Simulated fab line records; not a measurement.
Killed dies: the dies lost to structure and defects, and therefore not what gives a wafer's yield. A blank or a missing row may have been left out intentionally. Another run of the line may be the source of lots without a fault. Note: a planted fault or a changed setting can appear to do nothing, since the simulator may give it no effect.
One fault seen from 2 desks + flow gf180mcu + every desk sees just its own numbers, and what lay behind them comes last

== AT THE METROLOGY DESK ==
Means of the sampled wafers that have a number, per lot and without regard to the tool the lot ran on: this is what the gauges read. If a lot's mean is further than 4 standard deviations from the usual mean, the lot is out of limits and carries the mark OUT (the distance appears in the brackets).
Columns: A = CONTACT_W_RS at GF_CONTACT_RS_MEAS_25, usual 0.384 ohm/sq; B = CONTACT_W_THK at GF_CONTACT_THK_MEAS_26, usual 295 nm; C = V1_CVD_00_THK at GF_V1_THK_MEAS_01, usual 600 nm
| lot  | first seen here | A     | B   | C              |
|------|-----------------|-------|-----|----------------|
| L728 | day 16 08:13    | 0.381 | 301 | 602            |
| L730 | day 16 22:21    | 0.383 | 294 | 594            |
| L731 | day 17 06:18    | 0.379 | 299 | 595            |
| L732 | day 17 14:33    | 0.381 | 297 | 601            |
| L734 | day 18 09:31    | 0.370 | 308 | 598            |
| L735 | day 18 17:34    | 0.391 | 290 | 596            |
| L736 | day 19 04:56    | 0.384 | 295 | 606            |
| L738 | day 20 04:40    | 0.388 | 292 | 594            |
| L739 | day 20 11:14    | 0.389 | 289 | 602            |
| L740 | day 20 21:09    | 0.380 | 295 | 594            |
| L741 | day 21 03:46    | 0.385 | 294 | 642 (+7.5) OUT |
| L751 | day 24 08:26    | 0.380 | 302 | 599            |
Per this desk, out of limits: L741; the first was L741, day 22 04:40 (V1_CVD_00_THK at GF_V1_THK_MEAS_01). Within limits: L728, L730, L731, L732, L734, L735, L736, L738, L739, L740, L751.

== THE TOOL OWNER'S DESK: hdpcvd-02 ==
The tool's own readings at GF_V1_CVD_00 (deposits SiO2, target thk 600 nm, time 100 s): means of the sampled wafers that have a number, for each lot that ran on this tool. If a lot's mean is further than 4 standard deviations from the usual mean, the lot is out of limits and carries the mark OUT (the distance appears in the brackets).
Columns: A = sih4_flow_sccm at GF_V1_CVD_00, usual 59.98 sccm
| lot  | first seen here | A               |
|------|-----------------|-----------------|
| L728 | day 17 07:46    | 60.04           |
| L730 | day 17 22:55    | 59.99           |
| L736 | day 20 06:55    | 60.03           |
| L738 | day 21 06:50    | 59.91           |
| L740 | day 21 22:29    | 59.98           |
| L741 | day 22 04:35    | 63.99 (+25) OUT |
This desk's finding: out of limits on L741; first on L741, day 22 04:35 (sih4_flow_sccm at GF_V1_CVD_00). Within limits: L728, L730, L736, L738, L740.

== PUT TOGETHER ==
An alarm could have come from the tool owner's desk at day 22 04:35, on L741.
At day 22 04:40 the metrology desk could have sounded an alarm, on L741.
GF_V1_CVD_00 was run on hdpcvd-02 by each of the lots named.

== WHAT THE SIMULATOR HAD PUT IN ==
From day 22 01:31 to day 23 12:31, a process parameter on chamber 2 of hdpcvd-02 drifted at GF_V1_CVD_00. The setting sih4_flow_sccm was moved by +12, starting from 60. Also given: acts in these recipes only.
Struck lots among those shown: L741.
Delay (hours) between the fault's onset and each desk's first out-of-limits reading: 3 at the tool owner's desk, 3 at the metrology desk.
